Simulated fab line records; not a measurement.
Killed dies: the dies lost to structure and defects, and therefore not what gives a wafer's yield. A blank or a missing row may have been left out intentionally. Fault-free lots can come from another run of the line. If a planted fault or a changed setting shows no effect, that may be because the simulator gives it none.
Which tool was responsible? :: flow gf180mcu :: 24 lots with 72 wafers sampled at 6 steps, on a route of 602 steps

## WHAT THE GAUGES SHOWED, per wafer
GF_V1_RS_MEAS_24: measurement is done with a four-point probe.
lot: L074
measured: day 17 22:49
on: film_metro-03
V1_W_RS (ohm/sq): 0.329 0.331 0.327

lot: L075
measured: day 18 06:00
on: film_metro-01
V1_W_RS (ohm/sq): 0.327 0.339 0.330

lot: L076
measured: day 18 17:33
on: film_metro-03
V1_W_RS (ohm/sq): 0.326 0.326 0.327

lot: L077
measured: day 19 02:13
on: film_metro-03
V1_W_RS (ohm/sq): 0.327 0.339 0.331

lot: L078
measured: day 19 18:21
on: film_metro-01
V1_W_RS (ohm/sq): 0.330 0.326 0.328

lot: L079
measured: day 20 02:47
on: film_metro-01
V1_W_RS (ohm/sq): 0.320 0.322 0.324

lot: L080
measured: day 20 10:46
on: film_metro-01
V1_W_RS (ohm/sq): 0.325 0.324 0.329

lot: L081
measured: day 20 18:49
on: film_metro-02
V1_W_RS (ohm/sq): 0.327 0.324 0.324

lot: L082
measured: day 21 02:03
on: film_metro-01
V1_W_RS (ohm/sq): 0.325 0.323 0.322

lot: L083
measured: day 21 11:30
on: film_metro-02
V1_W_RS (ohm/sq): 0.326 0.329 0.333

lot: L084
measured: day 21 19:13
on: film_metro-01
V1_W_RS (ohm/sq): 0.325 0.326 0.322

lot: L085
measured: day 22 10:52
on: film_metro-03
V1_W_RS (ohm/sq): 0.330 0.332 0.330

lot: L086
measured: day 22 14:33
on: film_metro-03
V1_W_RS (ohm/sq): 0.330 0.334 0.336

lot: L087
measured: day 22 19:58
on: film_metro-02
V1_W_RS (ohm/sq): 0.323 0.327 0.328

lot: L088
measured: day 23 09:44
on: film_metro-01
V1_W_RS (ohm/sq): 0.336 0.332 0.335

lot: L090
measured: day 24 01:14
on: film_metro-02
V1_W_RS (ohm/sq): 0.329 0.328 0.328

lot: L089
measured: day 24 02:28
on: film_metro-02
V1_W_RS (ohm/sq): 0.337 0.339 0.333

lot: L091
measured: day 24 15:33
on: film_metro-02
V1_W_RS (ohm/sq): 0.322 0.325 0.328

lot: L092
measured: day 24 18:20
on: film_metro-03
V1_W_RS (ohm/sq): 0.330 0.325 0.326

lot: L093
measured: day 24 23:20
on: film_metro-01
V1_W_RS (ohm/sq): 0.328 0.334 0.335

lot: L094
measured: day 25 08:51
on: film_metro-03
V1_W_RS (ohm/sq): 0.322 0.325 0.327

lot: L095
measured: day 25 10:14
on: film_metro-02
V1_W_RS (ohm/sq): 0.323 0.333 0.320

lot: L096
measured: day 25 23:01
on: film_metro-01
V1_W_RS (ohm/sq): 0.325 0.327 0.331

lot: L097
measured: day 26 01:43
on: film_metro-01
V1_W_RS (ohm/sq): 0.332 0.329 0.325

GF_V2_OVL_MEAS_15.
lot: L074
measured: day 20 01:31
on: overlay-01
V2_OVL (nm): 10 4 6

lot: L075
measured: day 20 07:54
on: overlay-01
V2_OVL (nm): 0 -6 -7

lot: L076
measured: day 20 19:00
on: overlay-01
V2_OVL (nm): 2 7 -2

lot: L077
measured: day 21 05:07
on: overlay-01
V2_OVL (nm): 2 2 5

lot: L078
measured: day 21 20:10
on: overlay-02
V2_OVL (nm): -6 -7 -5

lot: L079
measured: day 22 03:56
on: overlay-01
V2_OVL (nm): 1 2 5

lot: L080
measured: day 22 11:52
on: overlay-02
V2_OVL (nm): 2 3 -3

lot: L081
measured: day 22 19:39
on: overlay-01
V2_OVL (nm): -2 -5 -5

lot: L082
measured: day 23 03:44
on: overlay-01
V2_OVL (nm): 2 2 -5

lot: L083
measured: day 23 11:56
on: overlay-01
V2_OVL (nm): -1 -1 -11

lot: L084
measured: day 23 20:54
on: overlay-01
V2_OVL (nm): 0 13 4

lot: L085
measured: day 24 09:44
on: overlay-02
V2_OVL (nm): 5 -1 0

lot: L086
measured: day 24 14:08
on: overlay-01
V2_OVL (nm): 5 2 2

lot: L087
measured: day 24 19:08
on: overlay-02
V2_OVL (nm): 0 3 -3

lot: L088
measured: day 25 07:49
on: overlay-02
V2_OVL (nm): 1 -3 8

lot: L090
measured: day 26 00:08
on: overlay-02
V2_OVL (nm): -1 -3 0

lot: L089
measured: day 26 00:28
on: overlay-01
V2_OVL (nm): -3 -2 -3

lot: L091
measured: day 26 12:40
on: overlay-02
V2_OVL (nm): 6 2 4

lot: L092
measured: day 26 15:11
on: overlay-01
V2_OVL (nm): -7 -3 1

lot: L093
measured: day 26 22:28
on: overlay-01
V2_OVL (nm): -2 -3 -1

lot: L094
measured: day 27 05:26
on: overlay-01
V2_OVL (nm): -2 4 -1

lot: L095
measured: day 27 05:55
on: overlay-02
V2_OVL (nm): -5 1 1

lot: L096
measured: day 27 18:38
on: overlay-02
V2_OVL (nm): 11 13 8

lot: L097
measured: day 27 21:05
on: overlay-02
V2_OVL (nm): -8 2 -1

GF_V3_THK_MEAS_03.
lot: L074
measured: day 21 04:10
on: film_metro-03
V3_CVD_02_THK (nm): 859 874 868

lot: L075
measured: day 21 10:33
on: film_metro-03
V3_CVD_02_THK (nm): 837 836 848

lot: L076
measured: day 21 21:15
on: film_metro-01
V3_CVD_02_THK (nm): 834 871 859

lot: L077
measured: day 22 07:11
on: film_metro-02
V3_CVD_02_THK (nm): 831 841 825

lot: L078
measured: day 22 22:17
on: film_metro-01
V3_CVD_02_THK (nm): 837 859 855

lot: L079
measured: day 23 05:59
on: film_metro-01
V3_CVD_02_THK (nm): 858 857 874

lot: L080
measured: day 23 13:50
on: film_metro-02
V3_CVD_02_THK (nm): 845 837 855

lot: L081
measured: day 23 21:10
on: film_metro-03
V3_CVD_02_THK (nm): 839 860 867

lot: L082
measured: day 24 05:33
on: film_metro-03
V3_CVD_02_THK (nm): 865 843 865

lot: L083
measured: day 24 13:07
on: film_metro-02
V3_CVD_02_THK (nm): 827 843 829

lot: L084
measured: day 24 21:23
on: film_metro-02
V3_CVD_02_THK (nm): 843 864 851

lot: L085
measured: day 25 09:12
on: film_metro-02
V3_CVD_02_THK (nm): 853 863 860

lot: L086
measured: day 25 14:55
on: film_metro-01
V3_CVD_02_THK (nm): 832 847 849

lot: L087
measured: day 25 22:25
on: film_metro-02
V3_CVD_02_THK (nm): 844 862 846

lot: L088
measured: day 26 07:22
on: film_metro-03
V3_CVD_02_THK (nm): 844 847 861

lot: L090
measured: day 27 00:01
on: film_metro-02
V3_CVD_02_THK (nm): 830 830 845

lot: L089
measured: day 27 00:16
on: film_metro-01
V3_CVD_02_THK (nm): 833 848 858

lot: L091
measured: day 27 12:02
on: film_metro-01
V3_CVD_02_THK (nm): 823 824 852

lot: L092
measured: day 27 14:04
on: film_metro-01
V3_CVD_02_THK (nm): 830 815 848

lot: L093
measured: day 27 21:38
on: film_metro-03
V3_CVD_02_THK (nm): 847 856 856

lot: L094
measured: day 28 04:46
on: film_metro-01
V3_CVD_02_THK (nm): 829 829 856

lot: L095
measured: day 28 05:12
on: film_metro-02
V3_CVD_02_THK (nm): 840 832 857

lot: L096
measured: day 28 17:04
on: film_metro-02
V3_CVD_02_THK (nm): 830 833 840

lot: L097
measured: day 28 18:59
on: film_metro-03
V3_CVD_02_THK (nm): 850 866 866

GF_V4_OVL_MEAS_15.
lot: L074
measured: day 24 04:32
on: overlay-02
V4_OVL (nm): 10 8 10

lot: L075
measured: day 24 10:31
on: overlay-02
V4_OVL (nm): 4 2 -2

lot: L076
measured: day 24 20:46
on: overlay-02
V4_OVL (nm): 0 1 -8

lot: L077
measured: day 25 06:03
on: overlay-02
V4_OVL (nm): -1 -1 5

lot: L078
measured: day 25 22:47
on: overlay-02
V4_OVL (nm): 4 0 9

lot: L079
measured: day 26 02:41
on: overlay-01
V4_OVL (nm): 5 4 11

lot: L080
measured: day 26 09:50
on: overlay-02
V4_OVL (nm): 6 8 9

lot: L081
measured: day 26 21:23
on: overlay-02
V4_OVL (nm): -3 -7 -7

lot: L082
measured: day 27 01:43
on: overlay-02
V4_OVL (nm): 12 5 1

lot: L083
measured: day 27 06:37
on: overlay-02
V4_OVL (nm): 6 0 1

lot: L084
measured: day 27 19:20
on: overlay-01
V4_OVL (nm): 5 2 -1

lot: L085
measured: day 28 03:43
on: overlay-01
V4_OVL (nm): -4 5 3

lot: L086
measured: day 28 07:19
on: overlay-02
V4_OVL (nm): -1 1 -3

lot: L087
measured: day 28 14:10
on: overlay-02
V4_OVL (nm): -7 4 -1

lot: L088
measured: day 28 22:40
on: overlay-02
V4_OVL (nm): 0 -1 0

lot: L090
measured: day 30 04:14
on: overlay-02
V4_OVL (nm): -3 4 5

lot: L089
measured: day 29 14:50
on: overlay-02
V4_OVL (nm): -4 4 -6

lot: L091
measured: day 30 02:00
on: overlay-01
V4_OVL (nm): -4 3 2

lot: L092
measured: day 30 03:26
on: overlay-02
V4_OVL (nm): 6 2 8

lot: L093
measured: day 30 10:41
on: overlay-01
V4_OVL (nm): 2 0 13

lot: L094
measured: day 30 17:11
on: overlay-01
V4_OVL (nm): -6 -3 -4

lot: L095
measured: day 30 17:53
on: overlay-02
V4_OVL (nm): 6 -2 -2

lot: L096
measured: day 31 03:17
on: overlay-01
V4_OVL (nm): -4 6 6

lot: L097
measured: day 31 05:29
on: overlay-01
V4_OVL (nm): 3 4 0

GF_MIM_RS_MEAS_10: measurement is done with a four-point probe.
lot: L074
measured: day 24 06:35
on: film_metro-04
MIM_ALCU_RS (ohm/sq): 0.1591 0.1586 0.1596

lot: L075
measured: day 24 12:22
on: film_metro-02
MIM_ALCU_RS (ohm/sq): 0.1554 0.1559 0.1561

lot: L076
measured: day 25 02:05
on: film_metro-02
MIM_ALCU_RS (ohm/sq): 0.1591 0.1616 0.1608

lot: L077
measured: day 25 07:52
on: film_metro-02
MIM_ALCU_RS (ohm/sq): 0.1585 0.1575 0.1582

lot: L078
measured: day 26 00:37
on: film_metro-04
MIM_ALCU_RS (ohm/sq): 0.1559 0.1560 0.1590

lot: L079
measured: day 26 04:31
on: film_metro-03
MIM_ALCU_RS (ohm/sq): 0.1539 0.1590 0.1536

lot: L080
measured: day 26 11:39
on: film_metro-04
MIM_ALCU_RS (ohm/sq): 0.1563 0.1597 0.1557

lot: L081
measured: day 26 23:12
on: film_metro-02
MIM_ALCU_RS (ohm/sq): 0.1562 0.1562 0.1573

lot: L082
measured: day 27 03:32
on: film_metro-04
MIM_ALCU_RS (ohm/sq): 0.1597 0.1575 0.1601

lot: L083
measured: day 27 08:25
on: film_metro-04
MIM_ALCU_RS (ohm/sq): 0.1567 0.1541 0.1555

lot: L084
measured: day 27 21:22
on: film_metro-03
MIM_ALCU_RS (ohm/sq): 0.1557 0.1589 0.1554

lot: L085
measured: day 28 05:34
on: film_metro-04
MIM_ALCU_RS (ohm/sq): 0.1594 0.1594 0.1586

lot: L086
measured: day 28 09:19
on: film_metro-04
MIM_ALCU_RS (ohm/sq): 0.1593 0.1596 0.1589

lot: L087
measured: day 28 16:00
on: film_metro-03
MIM_ALCU_RS (ohm/sq): 0.1567 0.1561 0.1551

lot: L088
measured: day 29 00:29
on: film_metro-04
MIM_ALCU_RS (ohm/sq): 0.1569 0.1535 0.1555

lot: L090
measured: day 30 06:02
on: film_metro-03
MIM_ALCU_RS (ohm/sq): 0.1590 0.1571 0.1591

lot: L089
measured: day 29 16:38
on: film_metro-04
MIM_ALCU_RS (ohm/sq): 0.1603 0.1587 0.1601

lot: L091
measured: day 30 03:49
on: film_metro-04
MIM_ALCU_RS (ohm/sq): 0.1600 0.1578 0.1587

lot: L092
measured: day 30 05:14
on: film_metro-04
MIM_ALCU_RS (ohm/sq): 0.1607 0.1596 0.1590

lot: L093
measured: day 30 12:29
on: film_metro-03
MIM_ALCU_RS (ohm/sq): 0.1579 0.1561 0.1577

lot: L094
measured: day 30 19:00
on: film_metro-04
MIM_ALCU_RS (ohm/sq): 0.1560 0.1570 0.1580

lot: L095
measured: day 30 19:54
on: film_metro-03
MIM_ALCU_RS (ohm/sq): 0.1544 0.1596 0.1566

lot: L096
measured: day 31 05:08
on: film_metro-02
MIM_ALCU_RS (ohm/sq): 0.1601 0.1573 0.1582

lot: L097
measured: day 31 07:18
on: film_metro-04
MIM_ALCU_RS (ohm/sq): 0.1588 0.1587 0.1571

## WHICH TOOL RAN EACH LOT (tool, then ch and the chambers of the sampled wafers, then the start)
lot: L074
GF_V4_ETCH_16: rie_diel-02 ch 1,2,3, day 24 04:34

lot: L075
GF_V4_ETCH_16: rie_diel-01 ch 0,1,3, day 24 10:33

lot: L076
GF_V4_ETCH_16: rie_diel-01 ch 1,3, day 24 20:48

lot: L077
GF_V4_ETCH_16: rie_diel-03 ch 0,2, day 25 06:05

lot: L078
GF_V4_ETCH_16: rie_diel-03 ch 1,2, day 25 22:49

lot: L079
GF_V4_ETCH_16: rie_diel-02 ch 1,3, day 26 02:44

lot: L080
GF_V4_ETCH_16: rie_diel-02 ch 1,2,3, day 26 09:52

lot: L081
GF_V4_ETCH_16: rie_diel-02 ch 0,1,2, day 26 21:26

lot: L082
GF_V4_ETCH_16: rie_diel-01 ch 1,3, day 27 01:45

lot: L083
GF_V4_ETCH_16: rie_diel-03 ch 0,1,2, day 27 06:39

lot: L084
GF_V4_ETCH_16: rie_diel-02 ch 1,3, day 27 19:22

lot: L085
GF_V4_ETCH_16: rie_diel-01 ch 1,2, day 28 03:45

lot: L086
GF_V4_ETCH_16: rie_diel-02 ch 0,3, day 28 07:21

lot: L087
GF_V4_ETCH_16: rie_diel-01 ch 1,2,3, day 28 14:12

lot: L088
GF_V4_ETCH_16: rie_diel-01 ch 1,2,3, day 28 22:42

lot: L090
GF_V4_ETCH_16: rie_diel-03 ch 1,2,3, day 30 04:17

lot: L089
GF_V4_ETCH_16: rie_diel-02 ch 0,1,3, day 29 14:52

lot: L091
GF_V4_ETCH_16: rie_diel-01 ch 0,2,3, day 30 02:02

lot: L092
GF_V4_ETCH_16: rie_diel-02 ch 1,3, day 30 03:28

lot: L093
GF_V4_ETCH_16: rie_diel-01 ch 0,3, day 30 10:43

lot: L094
GF_V4_ETCH_16: rie_diel-02 ch 0,1,3, day 30 17:13

lot: L095
GF_V4_ETCH_16: rie_diel-03 ch 0,2,3, day 30 17:55

lot: L096
GF_V4_ETCH_16: rie_diel-03 ch 0,1, day 31 03:20

lot: L097
GF_V4_ETCH_16: rie_diel-02 ch 0,2,3, day 31 05:32
- GF_V4_ETCH_16: etches BARC in N2/H2.

## AS READ BY THE TOOLS THEMSELVES (means over the sampled wafers that have a number; for cases with no such wafer, the mark the record gives instead)
GF_V4_ETCH_16.
lot: L074
tool: rie_diel-02
drypump_motor_current_A (A): 5.6
h2_flow_sccm (sccm): 200.2
oes_product_au (a.u.): 0.853
throttle_valve_pct (%): 13.222

lot: L075
tool: rie_diel-01
drypump_motor_current_A (A): 5.8
h2_flow_sccm (sccm): 200.1
oes_product_au (a.u.): 0.855
throttle_valve_pct (%): 13.225

lot: L076
tool: rie_diel-01
drypump_motor_current_A (A): 5.6
h2_flow_sccm (sccm): 199.9
oes_product_au (a.u.): 0.856
throttle_valve_pct (%): 13.223

lot: L077
tool: rie_diel-03
drypump_motor_current_A (A): 5.8
h2_flow_sccm (sccm): 200.1
oes_product_au (a.u.): 0.854
throttle_valve_pct (%): 13.225

lot: L078
tool: rie_diel-03
drypump_motor_current_A (A): 5.7
h2_flow_sccm (sccm): 199.4
oes_product_au (a.u.): 0.851
throttle_valve_pct (%): 13.227

lot: L079
tool: rie_diel-02
drypump_motor_current_A (A): 5.8
h2_flow_sccm (sccm): 200.1
oes_product_au (a.u.): 0.857
throttle_valve_pct (%): 13.223

lot: L080
tool: rie_diel-02
drypump_motor_current_A (A): 5.6
h2_flow_sccm (sccm): 200.6
oes_product_au (a.u.): 0.851
throttle_valve_pct (%): 13.226

lot: L081
tool: rie_diel-02
drypump_motor_current_A (A): 5.2
h2_flow_sccm (sccm): 200.1
oes_product_au (a.u.): 0.860
throttle_valve_pct (%): 13.228

lot: L082
tool: rie_diel-01
drypump_motor_current_A (A): 5.5
h2_flow_sccm (sccm): 199.2
oes_product_au (a.u.): 0.852
throttle_valve_pct (%): 13.225

lot: L083
tool: rie_diel-03
drypump_motor_current_A (A): 5.8
h2_flow_sccm (sccm): 200.0
oes_product_au (a.u.): 0.854
throttle_valve_pct (%): 13.224

lot: L084
tool: rie_diel-02
drypump_motor_current_A (A): 5.6
h2_flow_sccm (sccm): 201.1
oes_product_au (a.u.): 0.851
throttle_valve_pct (%): 13.229

lot: L085
tool: rie_diel-01
drypump_motor_current_A (A): 5.4
h2_flow_sccm (sccm): 199.6
oes_product_au (a.u.): 0.860
throttle_valve_pct (%): 13.234

lot: L086
tool: rie_diel-02
drypump_motor_current_A (A): 5.6
h2_flow_sccm (sccm): 200.0
oes_product_au (a.u.): 0.852
throttle_valve_pct (%): 13.221

lot: L087
tool: rie_diel-01
drypump_motor_current_A (A): 5.6
h2_flow_sccm (sccm): 200.2
oes_product_au (a.u.): 0.855
throttle_valve_pct (%): 13.226

lot: L088
tool: rie_diel-01
drypump_motor_current_A (A): 5.6
h2_flow_sccm (sccm): 200.1
oes_product_au (a.u.): 0.859
throttle_valve_pct (%): 13.215

lot: L090
tool: rie_diel-03
drypump_motor_current_A (A): 5.6
h2_flow_sccm (sccm): 199.5
oes_product_au (a.u.): 0.854
throttle_valve_pct (%): 13.227

lot: L089
tool: rie_diel-02
drypump_motor_current_A (A): 5.4
h2_flow_sccm (sccm): 199.7
oes_product_au (a.u.): 0.860
throttle_valve_pct (%): 13.229

lot: L091
tool: rie_diel-01
drypump_motor_current_A (A): 5.8
h2_flow_sccm (sccm): 200.3
oes_product_au (a.u.): 0.854
throttle_valve_pct (%): 13.232

lot: L092
tool: rie_diel-02
drypump_motor_current_A (A): 5.6
h2_flow_sccm (sccm): 200.4
oes_product_au (a.u.): 0.855
throttle_valve_pct (%): 13.222

lot: L093
tool: rie_diel-01
drypump_motor_current_A (A): 5.9
h2_flow_sccm (sccm): 199.9
oes_product_au (a.u.): 0.857
throttle_valve_pct (%): 13.228

lot: L094
tool: rie_diel-02
drypump_motor_current_A (A): 5.4
h2_flow_sccm (sccm): 200.1
oes_product_au (a.u.): 0.864
throttle_valve_pct (%): 13.221

lot: L095
tool: rie_diel-03
drypump_motor_current_A (A): 5.7
h2_flow_sccm (sccm): 200.0
oes_product_au (a.u.): 0.854
throttle_valve_pct (%): 13.223

lot: L096
tool: rie_diel-03
drypump_motor_current_A (A): 6.0
h2_flow_sccm (sccm): 199.9
oes_product_au (a.u.): 0.859
throttle_valve_pct (%): 13.224

lot: L097
tool: rie_diel-02
drypump_motor_current_A (A): 5.4
h2_flow_sccm (sccm): 199.6
oes_product_au (a.u.): 0.856
throttle_valve_pct (%): 13.223

## THE ANSWER, worked out from the rows above alone
Rule: the usual values come from the lots themselves. The widest of any qualifying gaps counts: lots, ordered by their means at a reading, are off when they make up no more than a third of the lots, leave a main group of 4 or more, and stand apart from it by 3 or more times the standard deviation of that group's means. Not used: any main group whose means are identical at the precision the tables above print for the reading. A lot without any number at a reading at which 4 lots or more have one is off too. The other lots that the step has rows for count as sound. Order of review: gauges by route order, followed by the tools' own readings, for which a lot's mean as printed above is used. At the first step where some lot is off, the reading lying furthest off is the one used; lots without a number count as furthest.
Nothing can be told from this: no lot is off at any reading shown.

## WHAT WAS PUT IN BY THE SIMULATOR
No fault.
